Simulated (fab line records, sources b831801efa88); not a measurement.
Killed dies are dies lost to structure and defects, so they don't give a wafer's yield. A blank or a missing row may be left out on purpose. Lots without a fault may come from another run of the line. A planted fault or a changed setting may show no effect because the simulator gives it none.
Which tool did it? | flow sky130 | 6 lots, 18 wafers sampled, at 1 step of a route of 708

WHAT THE GAUGES READ, wafer by wafer
SKY_VIA1_CD_MEAS_12: target cd 150 nm.
lot  | measured     | on        | cd_nm (nm)
L235 | day 34 00:09 | cd_sem-02 | 147.9 147.8 147.5
L238 | day 36 07:34 | cd_sem-01 | 150.2 150.0 150.2
L242 | day 36 14:35 | cd_sem-01 | 150.2 148.1 148.8
L247 | day 38 06:04 | cd_sem-01 | 149.5 149.3 149.0
L248 | day 38 13:15 | cd_sem-02 | 151.3 151.7 151.6
L255 | day 40 01:59 | cd_sem-02 | 151.8 150.0 152.1

WHICH TOOL RAN EACH LOT (tool, then ch and the chambers of the sampled wafers, then the start)
The record holds no process step before these readings.

THE ANSWER, worked out from the rows above alone
Rule: what is usual is taken from the lots themselves. Put in order of their means at a reading, lots are off if they are a third of the lots or fewer, leave a main group of 4 or more, and stand apart from it by a gap of 3 or more times the standard deviation of the main group's means; of several such gaps the widest counts. A main group whose means are all the same, to the digits that the tables above print for the reading, isn't used. A lot without any number at a reading at which 4 lots or more have one is off too. The other lots that the step has rows for count as sound.
No lot is off at any reading shown: from this, nothing can be told.

WHAT THE SIMULATOR HAD PUT IN
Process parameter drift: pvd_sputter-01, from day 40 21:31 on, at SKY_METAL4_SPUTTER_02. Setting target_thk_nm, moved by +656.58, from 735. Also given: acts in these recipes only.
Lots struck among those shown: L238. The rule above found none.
